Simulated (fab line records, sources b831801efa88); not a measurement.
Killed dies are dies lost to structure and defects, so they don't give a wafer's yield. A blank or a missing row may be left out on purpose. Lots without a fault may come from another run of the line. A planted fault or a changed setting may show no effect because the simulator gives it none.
Which tool did it? | flow sky130 | 14 lots, 42 wafers sampled, at 4 steps of a route of 708

WHAT THE GAUGES READ, wafer by wafer
SKY_RES_PROTECT_TW_MEAS_08.
lot  | measured     | on            | POLY_GATE_TW
L130 | day 15 00:18 | film_metro-04 | 4030 4028 4031
L131 | day 15 10:46 | film_metro-02 | 4015 4004 3997
L132 | day 15 14:49 | film_metro-03 | 4022 4025 3999
L134 | day 16 07:11 | film_metro-02 | 4044 4027 4042
L135 | day 16 15:22 | film_metro-04 | 4021 4034 4033
L136 | day 17 02:01 | film_metro-03 | 4016 4055 4015
L137 | day 17 19:20 | film_metro-03 | 4046 4052 4042
L143 | day 19 20:59 | film_metro-03 | 4026 4025 4053
L145 | day 20 22:01 | film_metro-02 | 3962 3980 3956
L147 | day 21 16:01 | film_metro-04 | 4056 4069 4062
L148 | day 21 17:55 | film_metro-04 | 4079 4073 4063
L151 | day 22 15:35 | film_metro-04 | 4043 4058 4041
L152 | day 23 01:56 | film_metro-02 | 3997 4013 4000
L153 | day 23 05:40 | film_metro-02 | 3989 3999 4009

SKY_LDD_P_OVL_MEAS_08.
lot  | measured     | on         | LDD_P_OVL (nm)
L130 | day 18 20:25 | overlay-02 | -0.9 -0.8 0.2
L131 | day 19 09:19 | overlay-01 | -0.4 -1.3 -0.5
L132 | day 19 12:28 | overlay-02 | 0.1 1.2 0.2
L134 | day 20 07:43 | overlay-02 | 0.4 -0.3 -0.8
L135 | day 20 14:31 | overlay-02 | -1.6 -0.5 -1.5
L136 | day 21 03:22 | overlay-01 | -0.4 -0.2 0.2
L137 | day 21 21:34 | overlay-01 | -2.0 -2.2 -2.7
L143 | day 23 21:13 | overlay-02 | 1.0 0.3 1.1
L145 | day 24 21:19 | overlay-02 | -1.0 -1.0 -0.4
L147 | day 25 14:34 | overlay-01 | 0.5 -0.4 -1.2
L148 | day 25 16:25 | overlay-01 | -1.0 0.6 -1.1
L151 | day 26 13:40 | overlay-01 | 0.8 0.5 0.7
L152 | day 26 22:46 | overlay-01 | 0.1 -0.1 -3.1
L153 | day 27 01:31 | overlay-02 | -2.3 0.1 0.7

SKY_LDD_HVN_OVL_MEAS_07.
lot  | measured     | on         | LDD_HVN_OVL (nm)
L130 | day 20 03:30 | overlay-02 | 0.5 0.9 0.9
L131 | day 20 16:10 | overlay-01 | 2.5 2.3 3.0
L132 | day 20 19:23 | overlay-02 | 0.6 -0.2 0.2
L134 | day 21 14:02 | overlay-01 | 0.6 0.2 -0.2
L135 | day 21 21:08 | overlay-02 | -1.4 -0.5 -1.1
L136 | day 22 08:59 | overlay-02 | 0.4 -1.3 -1.6
L137 | day 23 04:15 | overlay-02 | -1.1 -1.1 -2.3
L143 | day 25 02:25 | overlay-02 | 3.4 1.5 1.2
L145 | day 26 03:17 | overlay-02 | 0.7 -1.8 -1.7
L147 | day 26 19:24 | overlay-01 | 2.3 2.2 1.4
L148 | day 26 21:26 | overlay-01 | -0.3 -1.2 1.7
L151 | day 27 18:09 | overlay-01 | 0.4 -0.3 -1.2
L152 | day 28 03:39 | overlay-01 | 1.6 -0.7 2.5
L153 | day 28 06:23 | overlay-02 | -0.1 1.2 1.7

WHICH TOOL RAN EACH LOT (tool, then ch and the chambers of the sampled wafers, then the start)
lot  | SKY_LDD_N_IMPLANT_13
L130 | implanter-01 ch 0, day 17 14:12
L131 | implanter-02 ch 0, day 18 03:04
L132 | implanter-02 ch 0, day 18 05:19
L134 | implanter-01 ch 0, day 19 00:04
L135 | implanter-03 ch 0, day 19 06:40
L136 | implanter-01 ch 0, day 19 20:20
L137 | implanter-01 ch 0, day 20 14:32
L143 | implanter-02 ch 0, day 22 14:10
L145 | implanter-02 ch 0, day 23 15:40
L147 | implanter-03 ch 0, day 24 08:59
L148 | implanter-03 ch 0, day 24 10:34
L151 | implanter-03 ch 0, day 25 07:36
L152 | implanter-01 ch 0, day 25 17:17
L153 | implanter-01 ch 0, day 25 19:56
- SKY_LDD_N_IMPLANT_13

WHAT THE TOOLS THEMSELVES READ (means of the sampled wafers that have a number; where no wafer has one, the mark that the record gives instead)
SKY_LDD_N_IMPLANT_13.
lot  | tool         | beam_on_s (s) | dose_ions_cm2 | faraday_current_uA
L130 | implanter-01 | 9.92          | 5e+12         | 28.5
L131 | implanter-02 | 9.92          | 5e+12         | 28.4
L132 | implanter-02 | 9.84          | 5e+12         | 28.7
L134 | implanter-01 | 9.87          | 5e+12         | 28.5
L135 | implanter-03 | 10.01         | 5e+12         | 28.1
L136 | implanter-01 | 10.00         | 5e+12         | 28.3
L137 | implanter-01 | 9.85          | 5e+12         | 28.7
L143 | implanter-02 | 10.07         | 8e+12         | 45.2
L145 | implanter-02 | 9.81          | 8e+12         | 46.4
L147 | implanter-03 | 9.93          | 5e+12         | 28.3
L148 | implanter-03 | 10.19         | 5e+12         | 27.6
L151 | implanter-03 | 9.89          | 5e+12         | 28.5
L152 | implanter-01 | 10.00         | 5e+12         | 28.2
L153 | implanter-01 | 9.83          | 5e+12         | 28.6

THE ANSWER, worked out from the rows above alone
Rule: what is usual is taken from the lots themselves. Put in order of their means at a reading, lots are off if they are a third of the lots or fewer, leave a main group of 4 or more, and stand apart from it by a gap of 3 or more times the standard deviation of the main group's means; of several such gaps the widest counts. A main group whose means are all the same, to the digits that the tables above print for the reading, isn't used. A lot without any number at a reading at which 4 lots or more have one is off too. The other lots that the step has rows for count as sound. The gauges are gone through in route order, then the tools' own readings, and for those a lot's mean is taken as printed above. The first step at which some lot is off is used, and at that step the reading that is off furthest; a lot without a number counts as furthest.
Off: L143, L145, at SKY_LDD_N_IMPLANT_13 (faraday_current_uA). The main group: mean 28.4, standard deviation 0.29.
A tool fits if, at that step or a process step before it, it ran every lot that is off, and no sound lot after the first of them. One fits: implanter-02 at SKY_LDD_N_IMPLANT_13. Its last sound lot is L132 (day 18 05:19), its first lot that is off L143 (day 22 14:10): a fault that began between those two fits.
The tool's own readings at SKY_LDD_N_IMPLANT_13 bear it out: on the lots that are off they differ by more than 5 times the standard deviation of the sound lots' means. dose_ions_cm2 reads 8e+12 there against 5e+12 on the sound lots; faraday_current_uA reads 45.8 there against 28.4 on the sound lots.

WHAT THE SIMULATOR HAD PUT IN
Process parameter drift: implanter-02, from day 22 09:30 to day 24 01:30, at SKY_LDD_N_IMPLANT_13. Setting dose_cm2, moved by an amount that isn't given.
Lots struck among those shown: L143, L145. The rule above found the same.
